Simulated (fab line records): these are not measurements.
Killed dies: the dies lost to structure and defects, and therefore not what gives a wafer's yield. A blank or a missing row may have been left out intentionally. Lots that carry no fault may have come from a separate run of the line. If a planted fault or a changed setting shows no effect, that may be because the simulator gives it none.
Split-lot trial -- flow sfq line -- 23 wafers read from 5 lots, route of 325 steps

== THE SPLIT ==
At SFQ_TRILAYER_M5_BARC_OPEN_METAL_ETCH_161 (etches BARC in O2, target depth 125 nm, time 41.7 s), the setting time s was moved away from the recipe's 41.7 s on 6 of the 23 wafers read, by +7.2% to +12.8%. All remaining wafers had this setting at the recipe value.

The split's own step is where the reading is taken.

== THE READING ==
KrF_of_TRILAYER_M5_LITHO_COAT_123.thk nm (the simulator's own value, which no gauge read), in nm, at SFQ_TRILAYER_M5_BARC_OPEN_METAL_ETCH_161 (etches BARC in O2, target depth 125 nm, time 41.7 s). The file does not state a usual value for it. Here, 17 wafers ran the recipe; their average is 522.4 nm with a standard deviation of 1.8 nm.

wafer,"tool, chamber at the split","time s as run, s",against the recipe,"KrF_of_TRILAYER_M5_LITHO_COAT_123.thk nm, nm",against lot-mates on the recipe
L076.1,"rie metal-04, 1",41.7,recipe,526.7,-
L076.2,"rie metal-04, 0",47.02,+12.8%,519,-6.0
L076.3,"rie metal-04, 0",47.02,+12.8%,518.3,-6.8
L076.4,"rie metal-04, 1",47.02,+12.8%,518.9,-6.1
L076.5,"rie metal-04, 0",41.7,recipe,523.4,-
L077.1,"rie metal-03, 0",41.7,recipe,519.2,-
L077.3,"rie metal-03, 1",41.7,recipe,521.1,-
L077.4,"rie metal-03, 0",41.7,recipe,520.4,-
L077.5,"rie metal-03, 1",41.7,recipe,521.7,-
L077.6,"rie metal-03, 0",41.7,recipe,521.7,-
L078.1,"rie metal-01, 1",41.7,recipe,524.5,-
L078.3,"rie metal-01, 0",41.7,recipe,524.8,-
L078.4,"rie metal-01, 1",44.69,+7.2%,517.8,-6.9
L078.5,"rie metal-01, 0",44.69,+7.2%,517.6,-7.0
L078.6,"rie metal-01, 1",44.69,+7.2%,519.3,-5.4
L080.1,"rie metal-03, 0",41.7,recipe,522.7,-
L080.3,"rie metal-03, 0",41.7,recipe,522.6,-
L080.4,"rie metal-03, 1",41.7,recipe,523.6,-
L080.5,"rie metal-03, 0",41.7,recipe,522.5,-
L080.6,"rie metal-03, 1",41.7,recipe,522,-
L082.3,"rie metal-03, 0",41.7,recipe,521.6,-
L082.4,"rie metal-03, 1",41.7,recipe,520.7,-
L082.6,"rie metal-03, 0",41.7,recipe,521.5,-

FIT RESULTS
A straight line over all 23 wafers: KrF_of_TRILAYER_M5_LITHO_COAT_123.thk nm changes by -0.346 nm for each +1% of time s; r = -0.69; the points scatter about the line by 1.8 nm.
The same after taking each lot's own level away (the mean of its wafers on the recipe; 23 wafers): -0.576 nm for each +1%; r = -0.91; scatter 1.2 nm.
Per that fit: largest time s move, reading shift of 7.3 nm.
The span of the lots' own levels, 520.82 to 525.05 nm, comes to 2.4 times the standard deviation stated above.
So the lot-to-lot level blurs the effect unless lot-mates are compared.
Check: for one of the wafers moved furthest among these (+12.8%), held out of the fit, the line's prediction against its lot-mates is -8.01 nm. It came out at -6.05 nm against them.

== THE FILE'S OWN FIT ==
KrF_of_TRILAYER_M5_LITHO_COAT_123.thk nm changes by -0.585 nm for each +1% of time s, r = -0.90.
